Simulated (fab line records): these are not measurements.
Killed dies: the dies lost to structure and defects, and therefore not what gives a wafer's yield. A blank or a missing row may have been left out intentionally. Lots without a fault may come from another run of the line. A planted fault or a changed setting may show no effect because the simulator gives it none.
A lot that was struck, set against a sound lot | flow gf180mcu | 18 out of 602 route steps
Sound: the wafers L728.2, L728.4, L728.5. Struck: wafer L739.5 (left out: L739.3, L739.4 of the same lot, which were not struck); the cause appears at the end.
Per side, at each step with rows, come the tool, then ch with its chambers, and then its first start. Under that, the readings that differ: sound wafers | struck wafers | difference of the means | sigmas: that difference in standard deviations of wafers without a fault.
alike: readings whose means differ by less than 2 such deviations, and words and numbers that are the same on both sides. not compared: withheld readings, readings that some wafer has no value for, bounds like >300 that may hide the same value, and numbers for which the record gives no deviation and whose values overlap.
Wherever a step has rows on one side only, a row that says differs or no value, or a row with sigmas, the two part there. When numbers do not overlap yet have no deviation, they are printed without sigmas and do not part them. A reading that every wafer of one side lacks parts them only if that side has two wafers or more.

first, 3 steps without rows for these wafers: GF_V4_EXPOSE_11 (exposes mask Via4, target cd 260 nm); GF_V4_PEB_12 (peb time 90 s); GF_V4_DEVELOP_13 (develop time 60 s).
GF_V4_CD_MEAS_14 targets a cd of 260 nm.
  sound: cd-sem-01 at day 25 02:47; struck: cd-sem-02 at day 28 21:50
  alike: cd-nm
GF_V4_OVL_MEAS_15:
  sound: overlay-02 at day 25 02:54; struck: overlay-02 at day 28 21:55
  reading     | sound       | struck | difference | sigmas
  V4_OVL (nm) | -15 -13 -21 | 5      | +21        | +3
then, 1 step without rows for these wafers: GF_V4_ETCH_16 (etches BARC in N2/H2).
GF_V4_ETCH_17: etches SiO2 in C4F8/O2/Ar, stops on TiN, target depth 630 nm.
  sound: rie-diel-04 ch 0,3; struck: rie-diel-01 ch 2
  alike: bias-w, oes-product-au
GF_V4_STRIP_18: strips in O2/N2.
  sound on plasma-asher-03 ch 0,1, day 25 03:04; struck on plasma-asher-01 ch 0, day 28 22:07
  reading            | sound       | struck | difference | sigmas
  heater-power-w (W) | 438 443 337 | 267    | -139       | -2
  alike: drypump-motor-current-A, oes-product-au
  not compared: rf-hours-counter-h
then, 2 steps without rows for these wafers: GF_V4_STRIP_19 (strips in post etch residue remover, time 1200 s); GF_V4_CLEAN_20 (cleans in DIW).
GF_V4_SPUTTER_21: material Ti, target thk 15 nm, time 80.02 s.
  sound: pvd-sputter-04 at day 25 03:35; struck: pvd-sputter-01 at day 28 22:37
  alike: throttle-valve-pct
GF_V4_SPUTTER_22: material TiN, target thk 10 nm, time 40 s.
  sound: pvd-sputter-04 at day 25 03:39; struck: pvd-sputter-01 at day 28 22:40
  alike: throttle-valve-pct
GF_V4_CVD_23: deposits W, target thk 350 nm, time 104.9 s.
  sound on cvd-w-02 ch 0,1, day 25 03:41; struck on cvd-w-02 ch 1, day 28 22:44
  reading                          | sound           | struck | difference | sigmas
  model.W_of_V4_CVD_23.thk-nm (nm) | 349.1 349 352.5 | 208.2  | -142.0     |
  alike: heater-power-outer-w, heater-power-w
GF_V4_RS_MEAS_24: measurement is done with a four-point probe.
  sound: film-metro-03 at day 25 03:50; struck: film-metro-04 at day 28 22:52
  reading          | sound             | struck | difference | sigmas
  V4_W_RS (ohm/sq) | 0.328 0.328 0.325 | 0.553  | +0.226     | +47
GF_V4_THK_MEAS_25: measures by xrf.
  sound: film-metro-03 at day 25 03:56; struck: film-metro-04 at day 28 22:58
  reading       | sound       | struck | difference | sigmas
  V4_W_THK (nm) | 358 356 359 | 211    | -147       | -26
GF_V4_CMP_26: polishes, stops on SiO2, t overpolish 15 s, target thk 0 nm.
  sound on cmp-01 ch 1,2, day 25 03:59; struck on cmp-01 ch 2, day 28 23:03
  reading                | sound          | struck | difference | sigmas
  time-to-endpoint-s (s) | 83.1 83.2 87.6 | 52.1   | -32.5      | -12
  alike: motor-current-A
GF_MIM_SPUTTER_00: material Ti, target thk 37.5 nm, time 150 s.
  sound: pvd-sputter-02 at day 25 04:17; struck: pvd-sputter-02 at day 28 23:18
  alike: throttle-valve-pct
GF_PASSIVATION_PROBE_99:
  sound wafers here have rows in the record (prober-01, day 29 15:30); struck ones have none

## WHERE THEY PART
Earliest at GF_V4_OVL_MEAS_15; latest, in this record, at GF_PASSIVATION_PROBE_99.

WHY: whatever the simulator had introduced
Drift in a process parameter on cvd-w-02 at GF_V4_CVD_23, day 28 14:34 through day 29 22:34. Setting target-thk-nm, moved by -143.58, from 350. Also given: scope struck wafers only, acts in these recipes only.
